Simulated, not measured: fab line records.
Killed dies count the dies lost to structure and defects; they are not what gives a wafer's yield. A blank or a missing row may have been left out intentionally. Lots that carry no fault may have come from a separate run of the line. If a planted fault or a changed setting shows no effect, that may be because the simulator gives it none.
One fault seen from 2 desks || flow gf180mcu || what lay behind the numbers comes last; until then each desk has only its own

## AT THE TOOL OWNER'S DESK: implanter-04
The tool's own readings at GF_HV_LDD_IMPLANT_48, given as means over the sampled wafers that have a number, one for each lot that went through this tool. If a lot's mean is further than 4 standard deviations from the usual mean, the lot is out of limits and carries the mark OUT (the distance appears in the brackets).
Columns: A = beamEnergyKeV at GF_HV_LDD_IMPLANT_48, usual 25.002; B = endStationPressureTorr at GF_HV_LDD_IMPLANT_48, usual 5.16e-06 Torr
{"lot": "L953", "first seen here": "day 18 08:16", "A": 25.011, "B": 5.18e-06}
{"lot": "L954", "first seen here": "day 19 00:53", "A": "26.732 (+99 or more) OUT", "B": 4.99e-06}
{"lot": "L955", "first seen here": "day 19 07:41", "A": "26.743 (+99 or more) OUT", "B": 5.08e-06}
Finding of this desk: L954, L955 out of limits; the first was L954 at day 19 00:53, on beamEnergyKeV at GF_HV_LDD_IMPLANT_48. In limits: L953.

## FROM THE METROLOGY DESK
Lot by lot, what the gauges showed, no matter which tool ran the lot: averages of those sampled wafers that carry a number. If a lot's mean is further than 4 standard deviations from the usual mean, the lot is out of limits and carries the mark OUT (the distance appears in the brackets).
Columns: A = DUAL_GATE_OVL at GF_DUAL_GATE_OVL_MEAS_11, usual 0.1 nm
{"lot": "L935", "first seen here": "day 8 19:17", "A": -0.5}
{"lot": "L936", "first seen here": "day 8 22:23", "A": -1.0}
{"lot": "L938", "first seen here": "day 9 13:40", "A": 0.7}
{"lot": "L939", "first seen here": "day 9 19:01", "A": 0.9}
{"lot": "L940", "first seen here": "day 9 19:35", "A": -1.4}
{"lot": "L943", "first seen here": "day 10 16:44", "A": 0.5}
{"lot": "L944", "first seen here": "day 11 00:38", "A": 0.3}
{"lot": "L945", "first seen here": "day 11 03:04", "A": 0.4}
{"lot": "L953", "first seen here": "day 13 12:01", "A": 0.9}
{"lot": "L954", "first seen here": "day 13 20:56", "A": 0.5}
{"lot": "L955", "first seen here": "day 14 05:29", "A": 0.7}
{"lot": "L956", "first seen here": "day 14 07:46", "A": -0.8}
{"lot": "L958", "first seen here": "day 14 23:28", "A": 0.6}
Finding of this desk: none of the 13 lots has anything out of limits.

## PUT TOGETHER
The tool owner's desk had the chance to raise an alarm at day 19 00:53 on L954, L955.
The metrology desk saw nothing out of limits.
The metrology desk holds a record of L954, L955, inside its limits.
All the named lots went through GF_HV_LDD_IMPLANT_48 on implanter-04.

## WHAT THE SIMULATOR HAD INSERTED
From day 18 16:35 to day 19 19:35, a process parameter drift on implanter-04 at GF_HV_LDD_IMPLANT_48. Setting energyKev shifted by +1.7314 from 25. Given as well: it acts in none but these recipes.
Lots struck among those shown: L954, L955.
Time in hours from fault onset to the first out-of-limits reading at each desk: the tool owner's desk, 8.
